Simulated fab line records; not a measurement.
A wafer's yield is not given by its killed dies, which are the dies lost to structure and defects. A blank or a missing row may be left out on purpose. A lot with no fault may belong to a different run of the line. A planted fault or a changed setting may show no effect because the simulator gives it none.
fab line records	flow sky130
record: lots: 14	wafers: 42	lastDay: 50
route steps=708 shown LDD_LDN@299 SD_P@330 VIA2@519 CAPM@540
lots that met no fault: taken from a fault-free run of the same line
startH: the number of hours between the record's first day and the start of the first shown wafer of the lot	waitH: time in hours since the lot's previous step	" as in the row above	L1.1+2: several wafers, shown together as one row	- no value, or no start was given	* or withheld: withheld	< > ~ a bound
route shown NAME@n: a module of which the file shows steps, and the number in the route of the first	usual: mean/standard deviation taken from wafers without a fault	same: alike in all rows	chamber/n: place in a boat	sites: readings site by site	_std_site: the standard deviation of these	_edge_site: inner sites' mean taken away from outer sites' mean	radiusMm: for every site, how far away it sits from the centre of the wafer	mask NAME#n: copy n	behind: the tool/chamber that last shaped the wafer	hold: reason for holding the lot/hours on hold/outcome of the hold	device: which transistor (n, p or np) failed to switch	end of line: tests run on the same wafers once the route is complete	for a step that has no rows: nothing shown but its recipe	killed: at the first sort, the dies lost to defects and structure; wafer yield is something else	map: a wafer's dies, marking killed ones x, the rest . and places with no die _
set.NAME: the run value of the setting; set.NAME@STEP: its run value at that earlier step	model.NAME: the simulator's own value behind a step, which no gauge read
one table for each step of the route and one row for each wafer, over a sample of lots
services: a tool's chamber out of use, with start hour (startH, from the record's first day; less than 0 if before it), hours out, and reason
== steps ==
step: SKY_LDD_LDN_IMPLANT_10
recipe: species: As	energyKev: 15	doseCm2: 1.25e+13	tiltDeg: withheld	rotationDeg: 203
usual: beamEnergyKeV: 14.999/0.0045	beamOnS: 9.99/0.22
lot.wafer	tool	chamber	startH	waitH	beamEnergyKeV	beamOnS
L203.2	implanter-03	0	527.76	0.1	14.996	10.13
L203.3	"	0	"	"	15.003	9.70
L203.6	"	0	"	"	14.990	10.08
L204.3	implanter-01	0	537.62	0.1	14.997	9.62
L204.5	"	0	"	"	14.997	9.79
L204.6	"	0	"	"	14.994	10.18
L205.1	implanter-03	0	547.46	0.1	15.001	10.17
L205.3	"	0	"	"	14.998	9.80
L205.4	"	0	"	"	15.003	10.21
L208.2	implanter-01	0	560.05	0.1	15.004	9.85
L208.3	"	0	"	"	15.007	10.16
L208.6	"	0	"	"	15.005	9.97
L207.3	implanter-02	0	563.76	0.1	15.001	10.00
L207.4	"	0	"	"	14.995	10.19
L207.5	"	0	"	"	14.994	10.42
L209.2	implanter-03	0	582.26	0.1	14.998	10.18
L209.3	"	0	"	"	14.997	9.99
L209.4	"	0	"	"	14.998	10.19
L213.1	implanter-02	0	612.53	0.1	14.994	9.95
L213.4	"	0	"	"	15.007	10.03
L213.5	"	0	"	"	15.001	9.81
L216.1	implanter-03	-	636.93	0.1	-	-
L216.4	"	-	"	"	-	-
L216.6	"	-	"	"	-	-
L217.2	implanter-01	-	647.21	0.1	-	-
L217.3	"	-	"	"	-	-
L217.5	"	-	"	"	-	-
L218.2	implanter-02	0	653.30	0.1	15.005	10.34
L218.4	"	0	"	"	15.002	10.03
L218.6	"	0	"	"	14.999	9.48
L219.1	implanter-02	0	658.12	0.1	14.994	9.94
L219.2	"	0	"	"	14.986	10.27
L219.4	"	0	"	"	14.995	10.17
L221.2	implanter-03	0	678.10	0.1	15.000	10.31
L221.4	"	0	"	"	15.001	9.89
L221.6	"	0	"	"	15.008	9.70
L225.1	implanter-03	0	704.86	0.1	14.998	10.24
L225.3	"	0	"	"	14.991	9.80
L225.4	"	0	"	"	14.994	10.12
L226.2	implanter-02	0	710.11	0.1	14.998	10.11
L226.4	"	0	"	"	14.999	10.24
L226.5	"	0	"	"	14.996	9.60
step: SKY_LDD_LDN_TW_MEAS_13
usual: LDD_LDN_TW: 1479/8.4
lot.wafer	tool	chamber	startH	waitH	hold	LDD_LDN_TW
L203.2	filmMetro-03	-	528.14	0.1	-	1465
L203.3	"	-	"	"	-	1472
L203.6	"	-	"	"	-	1471
L204.3	filmMetro-04	-	537.99	0.1	-	1480
L204.5	"	-	"	"	-	1483
L204.6	"	-	"	"	-	1489
L205.1	filmMetro-03	-	547.86	0.1	-	1462
L205.3	"	-	"	"	-	1470
L205.4	"	-	"	"	-	1468
L208.2	filmMetro-04	-	560.43	0.1	-	1480
L208.3	"	-	"	"	-	1484
L208.6	"	-	"	"	-	1493
L207.3	filmMetro-03	-	564.13	0.1	-	1463
L207.4	"	-	"	"	-	1470
L207.5	"	-	"	"	-	1470
L209.2	filmMetro-02	-	582.64	0.1	-	1483
L209.3	"	-	"	"	-	1492
L209.4	"	-	"	"	-	1480
L213.1	filmMetro-04	-	612.93	0.1	-	1481
L213.4	"	-	"	"	-	1484
L213.5	"	-	"	"	-	1488
L216.1	filmMetro-04	-	637.33	0.1	awaitDispo/0.2h/release	1348
L216.4	"	-	"	"	awaitDispo/0.2h/release	1358
L216.6	"	-	"	"	awaitDispo/0.2h/release	1356
L216.1	filmMetro-04	-	637.69	0.3	-	1356
L216.4	"	-	"	"	-	1364
L216.6	"	-	"	"	-	1367
L217.2	filmMetro-03	-	647.59	0.1	awaitDispo/0.2h/release	1353
L217.3	"	-	"	"	awaitDispo/0.2h/release	1356
L217.5	"	-	"	"	awaitDispo/0.2h/release	1346
L217.2	filmMetro-03	-	647.90	0.3	-	1349
L217.3	"	-	"	"	-	1356
L217.5	"	-	"	"	-	1351
L218.2	filmMetro-04	-	653.68	0.1	-	1488
L218.4	"	-	"	"	-	1489
L218.6	"	-	"	"	-	1489
L219.1	filmMetro-02	-	658.52	0.1	-	1501
L219.2	"	-	"	"	-	1485
L219.4	"	-	"	"	-	1486
L221.2	filmMetro-04	-	678.48	0.1	-	1483
L221.4	"	-	"	"	-	1477
L221.6	"	-	"	"	-	1476
L225.1	filmMetro-02	-	705.26	0.1	-	1485
L225.3	"	-	"	"	-	1475
L225.4	"	-	"	"	-	1468
L226.2	filmMetro-04	-	710.49	0.1	-	1486
L226.4	"	-	"	"	-	1481
L226.5	"	-	"	"	-	1472
step: SKY_SD_P_STRIP_10
recipe: chemistry: O2/N2	powerW: 1400	pressureMtorr: 1500	platenTempC: withheld	o2FlowSccm: 3000	n2FlowSccm: 300	overashFraction: 0.5
usual: drypumpMotorCurrentA: 5.9/0.42	oesProductAu: 0.617/0.0047	stripTimeToEndpointS: 17.49/0.04
lot.wafer	tool	chamber	startH	waitH	drypumpMotorCurrentA	oesProductAu	rfHoursCounterH	stripTimeToEndpointS
L203.2	plasmaAsher-04	0	590.24	0.1	5.9	0.607	93	17.46
L203.3	"	0	"	"	5.9	0.612	-	17.47
L203.6	"	1	"	"	6.2	0.624	-	17.49
L204.3	plasmaAsher-03	1	599.82	0.1	5.6	0.625	-	17.51
L204.5	"	1	"	"	5.5	0.618	-	17.50
L204.6	"	0	"	"	6.7	0.614	-	17.50
L205.1	plasmaAsher-03	0	609.60	0.1	6.7	0.621	78	17.49
L205.3	"	1	"	"	5.5	0.623	-	17.41
L205.4	"	0	"	"	6.7	0.609	-	17.42
L208.2	plasmaAsher-02	0	621.18	0.1	5.3	0.619	46	17.46
L208.3	"	0	"	"	5.3	0.619	-	17.49
L208.6	"	1	"	"	5.8	0.616	-	17.47
L207.3	plasmaAsher-02	0	624.87	0.1	5.3	0.614	-	17.48
L207.4	"	1	"	"	5.7	0.618	-	17.48
L207.5	"	1	"	"	5.8	0.614	-	17.47
L209.2	plasmaAsher-04	0	644.80	0.1	5.9	0.614	99	17.52
L209.3	"	1	"	"	6.2	0.613	-	17.49
L209.4	"	0	"	"	5.9	0.622	-	17.45
L213.1	plasmaAsher-04	0	672.70	0.1	5.9	0.625	102	17.51
L213.4	"	1	"	"	6.2	0.623	-	17.47
L213.5	"	1	"	"	6.2	0.622	-	17.52
L218.2	plasmaAsher-03	1	711.50	0.1	5.6	0.626	87	17.51
L218.4	"	1	"	"	5.5	0.620	-	17.52
L218.6	"	1	"	"	5.5	0.625	-	17.47
L219.1	plasmaAsher-04	0	715.52	0.1	5.9	0.611	106	17.54
L219.2	"	1	"	"	6.2	0.624	106	17.53
L219.4	"	0	"	"	5.9	0.624	-	17.46
L221.2	plasmaAsher-02	1	736.12	0.1	5.8	0.621	57	17.48
L221.4	"	0	"	"	5.3	0.615	-	17.49
L221.6	"	1	"	"	5.7	0.614	-	17.51
L225.1	plasmaAsher-04	1	762.59	0.1	6.2	0.613	2	17.39
L225.3	"	0	"	"	5.9	0.610	-	17.48
L225.4	"	1	"	"	6.2	0.610	-	17.47
L226.2	plasmaAsher-04	0	767.03	0.1	5.9	0.611	2	17.54
L226.4	"	1	"	"	6.2	0.619	-	17.50
L226.5	"	1	"	"	6.2	0.622	-	17.52
step: SKY_VIA2_CD_MEAS_12
recipe: targetCdNm: 200
usual: cdNm: 199.7/1.4
lot.wafer	tool	chamber	startH	waitH	cdNm
L203.2	cdSem-01	-	846.76	-	199.4
L203.3	"	-	"	"	197.7
L203.6	"	-	"	"	198.6
L204.3	cdSem-02	-	855.27	-	197.4
L204.5	"	-	"	"	197.1
L204.6	"	-	"	"	197.1
L205.1	cdSem-01	-	865.23	-	203.2
L205.3	"	-	"	"	201.8
L205.4	"	-	"	"	200.4
L208.2	cdSem-01	-	875.00	-	197.9
L208.3	"	-	"	"	198.5
L208.6	"	-	"	"	196.7
L207.3	cdSem-02	-	878.26	-	201.5
L207.4	"	-	"	"	199.2
L207.5	"	-	"	"	202.3
L209.2	cdSem-02	-	897.05	-	200.2
L209.3	"	-	"	"	199.9
L209.4	"	-	"	"	200.5
L213.1	cdSem-02	-	920.98	-	199.6
L213.4	"	-	"	"	199.8
L213.5	"	-	"	"	198.5
L218.2	cdSem-02	-	957.46	-	197.7
L218.4	"	-	"	"	198.2
L218.6	"	-	"	"	197.8
L219.1	cdSem-02	-	959.39	-	200.4
L219.2	"	-	"	"	198.5
L219.4	"	-	"	"	202.1
L221.2	cdSem-01	-	978.75	-	201.2
L221.4	"	-	"	"	202.2
L221.6	"	-	"	"	202.5
L225.1	cdSem-01	-	1002.99	-	198.6
L225.3	"	-	"	"	199.6
L225.4	"	-	"	"	200.0
L226.2	cdSem-02	-	1005.75	-	199.5
L226.4	"	-	"	"	199.8
L226.5	"	-	"	"	200.0
step: SKY_CAPM_RS_MEAS_03
recipe: thkMeasGauge: four-point-probe	reads: TiN_of_CAPM_SPUTTER_02
usual: CAPM_TIN_RS: 6.91/0.059
lot.wafer	tool	chamber	startH	waitH	CAPM_TIN_RS[ohm/sq]
L203.2	filmMetro-03	-	848.66	0.1	6.99
L203.3	"	-	"	"	6.96
L203.6	"	-	"	"	6.97
L204.3	filmMetro-03	-	857.26	0.1	6.98
L204.5	"	-	"	"	6.97
L204.6	"	-	"	"	7.03
L205.1	filmMetro-03	-	867.10	0.1	6.92
L205.3	"	-	"	"	6.93
L205.4	"	-	"	"	6.94
L208.2	filmMetro-01	-	876.90	0.1	6.97
L208.3	"	-	"	"	7.00
L208.6	"	-	"	"	6.96
L207.3	filmMetro-01	-	880.14	0.1	6.81
L207.4	"	-	"	"	6.85
L207.5	"	-	"	"	6.82
L209.2	filmMetro-04	-	899.01	0.1	6.91
L209.3	"	-	"	"	6.95
L209.4	"	-	"	"	6.83
L213.1	filmMetro-04	-	922.85	0.1	6.98
L213.4	"	-	"	"	7.03
L213.5	"	-	"	"	6.95
L218.2	filmMetro-03	-	959.37	0.1	6.98
L218.4	"	-	"	"	6.96
L218.6	"	-	"	"	6.98
L219.1	filmMetro-03	-	961.47	0.1	6.89
L219.2	"	-	"	"	6.85
L219.4	"	-	"	"	6.87
L221.2	filmMetro-04	-	980.62	0.1	6.80
L221.4	"	-	"	"	6.83
L221.6	"	-	"	"	6.84
L225.1	filmMetro-04	-	1005.26	0.1	6.71
L225.3	"	-	"	"	6.79
L225.4	"	-	"	"	6.85
L226.2	filmMetro-01	-	1007.82	0.1	6.86
L226.4	"	-	"	"	6.86
L226.5	"	-	"	"	6.83
== services ==
tool	chamber	startH	hours	kind
plasmaAsher-04	-	512.98	0.6	repair
implanter-01	-	518.52	4.4	pm
plasmaAsher-02	-	523.35	11.1	repair
implanter-03	-	532.85	2.6	repair
implanter-02	-	533.45	1.0	repair
plasmaAsher-03	-	569.07	1.4	repair
plasmaAsher-02	-	578.45	1.5	repair
plasmaAsher-03	-	625.50	5.5	repair
implanter-03	-	627.89	1.0	repair
implanter-03	-	628.92	1.8	pm
implanter-03	-	630.73	3.9	pm
plasmaAsher-03	-	630.99	2.8	pm
implanter-02	-	659.48	1.5	repair
implanter-02	-	670.73	3.1	repair
implanter-03	-	695.39	1.6	repair
implanter-03	-	715.34	3.1	repair
plasmaAsher-04	-	733.75	9.0	pm
plasmaAsher-04	0	733.75	9.0	ventCycle
plasmaAsher-04	1	733.75	9.0	ventCycle
plasmaAsher-04	0	742.75	-	clean
plasmaAsher-04	1	742.75	-	clean
implanter-03	-	761.75	3.5	repair
implanter-02	-	766.55	2.0	repair
== key ==
firstSign: step: SKY_LDD_LDN_IMPLANT_10	reading: toolRecord	direction: missing
effect: step: SKY_LDD_LDN_TW_MEAS_13	reading: visit	direction: added
effect: step: SKY_LDD_LDN_TW_MEAS_13	reading: LDD_LDN_TW	direction: down	sigmas: 15	usual: 1479	struck: 1353
metAt SKY_LDD_LDN_IMPLANT_10
struckLots L216,L217
laterRowsLeftOut L216.1,L216.4,L216.6,L217.2,L217.3,L217.5
sortLeftOut L216.1,L216.4,L216.6,L217.2,L217.3,L217.5
testerLeftOut L216,L217
notActingAt SKY_SD_P_STRIP_10,SKY_VIA2_CD_MEAS_12,SKY_CAPM_RS_MEAS_03
onsetBetween 582.26 636.93
fault: kind: skippedStepWhole	tool: implanter-01,implanter-03	chamber: -	onsetH: 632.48	steps: SKY_LDD_LDN_IMPLANT_10	scope: struckLotsOnly
testerLeftOut: of these lots the tester's yield and bins aren't shown, on N5 and GAA mostly nor the transistor test; their killed dies are dies lost to structure and defects alone, not to doping, threshold or leakage, so they don't give the yield
sortLeftOut: the simulated sort isn't trusted on such a fault, so these wafers' sort isn't shown, and their yield isn't known
laterRowsLeftOut: the simulator's readings of these wafers behind a module that went badly wrong aren't trusted and aren't shown, but for the sort
